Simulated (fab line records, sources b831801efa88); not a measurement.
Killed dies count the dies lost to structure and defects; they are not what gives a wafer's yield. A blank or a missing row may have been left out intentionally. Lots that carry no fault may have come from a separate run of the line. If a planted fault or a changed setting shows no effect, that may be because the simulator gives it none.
fab line records | flow sky130
record lots=13 wafers=39 last-day=50
route steps=708 shown SONOS_TUNNEL@156 LDD_HVN@274 CONTACT@430 METAL1@449
lots untouched by any fault: they come from a run of this same line in which no faults occurred
start-h: hours from the record's opening day to when the first of the lot's shown wafers began | wait-h: time in hours since the lot's previous step | " identical to the entry in the row above | L1.1+2: a row that stands for several wafers | - no value present, or no start provided | * or withheld: withheld | < > ~ a bound
route shown NAME@n: a module of which the file shows steps, and the number in the route of the first | usual: mean/standard deviation of fault-free wafers | same: alike in all rows | chamber/n: place in a boat | sites: per-site readings | _std_site: the values' standard deviation | _edge_site: outer sites' mean less inner sites' | radius-mm: how far each site lies from the wafer's centre | mask NAME#n: copy n | behind: the last tool/chamber to shape the wafer | hold: what put the lot on hold/how long, in hours/how the hold closed | device: the n, p or np transistor that did not switch | end of line: at the end of the route, the tests of the same wafers | a step without rows: its recipe alone | killed: dies lost to structure and defects at the first sort, not the wafer's yield | map: a wafer's dies, x killed, . not, _ none there
set.NAME: the setting that was run; set.NAME@STEP: the one run at that earlier step | model.NAME: the simulator's own value behind a step, which no gauge read
one table for each step of the route and one row for each wafer, over a sample of lots
services: from which hour (start-h, from the record's first day; less than 0 if before it) a tool's chamber was out of use, for how many hours, and why
## steps
# step SKY_SONOS_TUNNEL_COAT_02
# recipe resist=NOVOLAK spin-rpm=3000 resist-thk-nm=1140
# usual spin-speed-rpm=3000.0/1.8
# columns lot.wafer tool chamber start-h wait-h spin-speed-rpm
L388.1 litho-track-03 0 243.48 0.1 3001.4
L388.3 " 0 " " 3001.3
L388.6 " 0 " " 3003.7
L389.2 litho-track-03 0 246.55 0.1 3000.3
L389.5 " 0 " " 3002.6
L389.6 " 0 " " 3000.5
L391.1 litho-track-02 0 260.03 0.1 3002.2
L391.4 " 0 " " 3001.5
L391.5 " 0 " " 3001.4
L392.3 litho-track-03 0 270.73 0.1 2997.5
L392.5 " 0 " " 2999.7
L392.6 " 0 " " 2999.8
L393.4 litho-track-03 0 273.95 0.1 2999.8
L393.5 " 0 " " 2999.8
L393.6 " 0 " " 2998.4
L394.1 litho-track-01 0 283.03 0.1 2997.3
L394.3 " 0 " " 2998.1
L394.4 " 0 " " 2997.3
L395.1 litho-track-02 0 290.88 0.1 2995.2
L395.2 " 0 " " 3000.0
L395.3 " 0 " " 2996.2
L397.1 litho-track-01 0 308.68 0.1 2998.5
L397.2 " 0 " " 2997.5
L397.6 " 0 " " 2998.6
L405.2 litho-track-02 0 367.76 0.1 3001.9
L405.4 " 0 " " 3002.5
L405.6 " 0 " " 3000.3
L406.1 litho-track-02 0 382.08 0.1 2999.6
L406.4 " 0 " " 3002.3
L406.6 " 0 " " 2997.7
L408.3 litho-track-03 0 399.53 0.1 2999.6
L408.4 " 0 " " 3001.9
L408.6 " 0 " " 3000.4
L410.1 litho-track-03 0 409.73 0.1 2998.0
L410.4 " 0 " " 2999.3
L410.6 " 0 " " 3001.0
L411.3 litho-track-03 0 447.88 0.1 3003.4
L411.5 " 0 " " 3000.8
L411.6 " 0 " " 2998.4
# step SKY_SONOS_TUNNEL_CD_MEAS_07
# recipe target-cd-nm=410
# usual cd-nm=409.6/2.5
# columns lot.wafer tool chamber start-h wait-h cd-nm
L388.1 cd-sem-01 - 255.73 0.1 411.1
L388.3 " - " " 411.1
L388.6 " - " " 410.8
L389.2 cd-sem-02 - 258.95 0.1 408.1
L389.5 " - " " 406.3
L389.6 " - " " 404.2
L391.1 cd-sem-02 - 271.68 0.1 412.4
L391.4 " - " " 412.1
L391.5 " - " " 410.1
L392.3 cd-sem-02 - 283.67 0.1 409.3
L392.5 " - " " 407.1
L392.6 " - " " 408.6
L393.4 cd-sem-01 - 286.54 0.1 410.3
L393.5 " - " " 409.8
L393.6 " - " " 410.2
L394.1 cd-sem-02 - 295.43 0.1 408.0
L394.3 " - " " 408.3
L394.4 " - " " 407.7
L395.1 cd-sem-01 - 303.33 0.1 408.1
L395.2 " - " " 408.3
L395.3 " - " " 406.0
L397.1 cd-sem-01 - 321.23 0.1 412.1
L397.2 " - " " 408.6
L397.6 " - " " 411.2
L405.2 cd-sem-01 - 382.50 0.1 420.8
L405.4 " - " " 420.4
L405.6 " - " " 421.4
L406.1 cd-sem-01 - 397.03 0.1 418.5
L406.4 " - " " 415.8
L406.6 " - " " 417.3
L408.3 cd-sem-02 - 414.62 0.1 406.3
L408.4 " - " " 405.5
L408.6 " - " " 404.6
L410.1 cd-sem-01 - 424.83 0.1 411.3
L410.4 " - " " 412.1
L410.6 " - " " 411.0
L411.3 cd-sem-01 - 463.30 0.1 410.1
L411.5 " - " " 411.4
L411.6 " - " " 412.0
# step SKY_LDD_HVN_OVL_MEAS_07
# usual LDD_HVN_OVL=0.2/1.3
# columns lot.wafer tool chamber start-h wait-h LDD_HVN_OVL[nm]
L388.1 overlay-02 - 469.73 0.1 1.1
L388.3 " - " " 2.1
L388.6 " - " " 2.2
L389.2 overlay-02 - 475.19 0.1 0.0
L389.5 " - " " -1.1
L389.6 " - " " -1.6
L391.1 overlay-02 - 488.39 0.1 -1.0
L391.4 " - " " -0.6
L391.5 " - " " -3.0
L392.3 overlay-01 - 502.94 0.1 2.1
L392.5 " - " " 2.8
L392.6 " - " " 1.9
L393.4 overlay-02 - 512.40 0.1 -0.4
L393.5 " - " " -1.2
L393.6 " - " " 1.6
L394.1 overlay-01 - 516.78 0.1 1.1
L394.3 " - " " -2.2
L394.4 " - " " -0.6
L395.1 overlay-01 - 530.94 0.1 1.9
L395.2 " - " " 0.3
L395.3 " - " " 1.8
L397.1 overlay-01 - 546.83 0.1 -0.7
L397.2 " - " " -2.4
L397.6 " - " " -1.2
L405.2 overlay-02 - 609.89 0.1 1.6
L405.4 " - " " 0.8
L405.6 " - " " 2.9
L406.1 overlay-01 - 625.94 0.1 -1.3
L406.4 " - " " -0.9
L406.6 " - " " -1.1
L408.3 overlay-02 - 641.04 0.1 -0.1
L408.4 " - " " -0.6
L408.6 " - " " -0.3
L410.1 overlay-02 - 663.43 0.1 0.8
L410.4 " - " " -0.9
L410.6 " - " " -2.1
L411.3 overlay-01 - 681.70 0.1 1.0
L411.5 " - " " -0.1
L411.6 " - " " 1.5
# step SKY_CONTACT_CVD_24
# recipe material=W target-thk-nm=340 time-s=102.12 temp-c=400 pressure-torr=40
# usual heater-power-w=892/81
# same time-s=102.12
# columns lot.wafer tool chamber start-h wait-h heater-power-w
L388.1 cvd-w-02 1 751.78 0.0 827
L388.3 " 1 " " 839
L388.6 " 1 " " 818
L389.2 cvd-w-02 0 752.42 0.0 998
L389.5 " 0 " " 1002
L389.6 " 1 " " 837
L391.1 cvd-w-01 1 755.88 0.0 838
L391.4 " 1 " " 817
L391.5 " 1 " " 813
L392.3 cvd-w-01 0 768.57 0.1 893
L392.5 " 0 " " 933
L392.6 " 1 " " 801
L393.4 cvd-w-02 0 776.06 0.1 1013
L393.5 " 1 " " 850
L393.6 " 0 " " 1012
L394.1 cvd-w-01 1 782.64 0.0 809
L394.3 " 1 " " 807
L394.4 " 0 " " 895
L395.1 cvd-w-02 1 792.71 0.0 839
L395.2 " 0 " " 1036
L395.3 " 0 " " 1023
L397.1 cvd-w-01 0 807.83 0.0 890
L397.2 " 1 " " 809
L397.6 " 0 " " 897
L405.2 cvd-w-02 0 862.99 0.0 1014
L405.4 " 0 " " 1002
L405.6 " 1 " " 839
L406.1 cvd-w-02 0 877.05 0.0 1034
L406.4 " 1 " " 850
L406.6 " 1 " " 850
L408.3 cvd-w-02 1 894.79 0.1 843
L408.4 " 0 " " 1024
L408.6 " 1 " " 851
L410.1 cvd-w-02 1 910.93 0.0 854
L410.4 " 1 " " 847
L410.6 " 1 " " 857
L411.3 cvd-w-01 0 926.76 0.1 878
L411.5 " 1 " " 772
L411.6 " 0 " " 890
# step SKY_METAL1_CD_MEAS_15
# recipe target-cd-nm=140
# usual cd-nm=139.7/1.6
# columns lot.wafer tool chamber start-h wait-h cd-nm
L388.1 cd-sem-02 - 779.45 - 138.6
L388.3 " - " " 139.8
L388.6 " - " " 140.2
L389.2 cd-sem-02 - 781.11 - 139.8
L389.5 " - " " 139.7
L389.6 " - " " 139.5
L391.1 cd-sem-01 - 784.14 - 138.0
L391.4 " - " " 139.1
L391.5 " - " " 139.5
L392.3 cd-sem-01 - 795.93 - 140.9
L392.5 " - " " 140.5
L392.6 " - " " 141.8
L393.4 cd-sem-01 - 803.64 - 140.5
L393.5 " - " " 141.3
L393.6 " - " " 140.9
L394.1 cd-sem-02 - 809.33 - 137.7
L394.3 " - " " 136.6
L394.4 " - " " 136.7
L395.1 cd-sem-01 - 818.73 - 140.4
L395.2 " - " " 141.0
L395.3 " - " " 140.4
L397.1 cd-sem-02 - 833.58 - 141.0
L397.2 " - " " 142.0
L397.6 " - " " 140.1
L405.2 cd-sem-01 - 889.51 - 138.6
L405.4 " - " " 139.5
L405.6 " - " " 136.9
L406.1 cd-sem-01 - 903.28 - 142.0
L406.4 " - " " 141.1
L406.6 " - " " 142.1
L408.3 cd-sem-01 - 920.58 - 138.9
L408.4 " - " " 138.9
L408.6 " - " " 139.6
L410.1 cd-sem-01 - 936.33 - 140.2
L410.4 " - " " 139.3
L410.6 " - " " 140.2
L411.3 cd-sem-01 - 951.78 - 139.0
L411.5 " - " " 139.8
L411.6 " - " " 140.8
## services
# columns tool chamber start-h hours kind
cvd-w-02 - 227.54 2.8 pm
cvd-w-02 - 270.03 6.9 pm
cvd-w-01 - 298.04 0.3 repair
cvd-w-02 - 390.00 14.0 pm
cvd-w-02 0 390.00 14.0 vent-cycle
cvd-w-02 1 390.00 14.0 vent-cycle
cvd-w-02 0 404.00 - clean
cvd-w-02 1 404.00 - clean
cvd-w-02 - 451.26 2.6 repair
cvd-w-01 0 451.95 9.7 repair
cvd-w-02 - 453.90 3.8 pm
cvd-w-01 - 584.85 1.1 repair
cvd-w-01 1 592.55 18.3 repair
cvd-w-01 - 650.25 6.0 pm
cvd-w-01 1 659.21 6.5 repair
cvd-w-01 - 700.29 2.8 pm
cvd-w-01 0 749.70 10.7 repair
cvd-w-02 - 780.82 2.2 repair
cvd-w-01 - 794.44 0.3 repair
cvd-w-02 - 802.79 28.1 pm
cvd-w-01 - 904.00 14.0 pm
cvd-w-01 0 904.00 14.0 vent-cycle
cvd-w-01 1 904.00 14.0 vent-cycle
cvd-w-01 0 918.00 - clean
## key
first-sign step=SKY_SONOS_TUNNEL_CD_MEAS_07 reading=cd-nm direction=up sigmas=3.8 usual=409.6 struck=419.0
effect none on later readings
met-at SKY_SONOS_TUNNEL_COAT_02
struck-lots L405,L406
tester-left-out L405,L406
not-acting-at SKY_LDD_HVN_OVL_MEAS_07,SKY_CONTACT_CVD_24,SKY_METAL1_CD_MEAS_15
onset-between 290.88 367.76
fault kind=process-parameter-drift tool=litho-track-02 chamber=- onset-h=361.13 steps=SKY_SONOS_TUNNEL_COAT_02 channel=resist-thk-nm offset=-122.39 shape=step end-h=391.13 acts-in=these-recipes-only stated=1140
# tester-left-out: of these lots the tester's yield and bins aren't shown, on N5 and GAA mostly nor the transistor test; their killed dies are dies lost to structure and defects alone, not to doping, threshold or leakage, so they don't give the yield
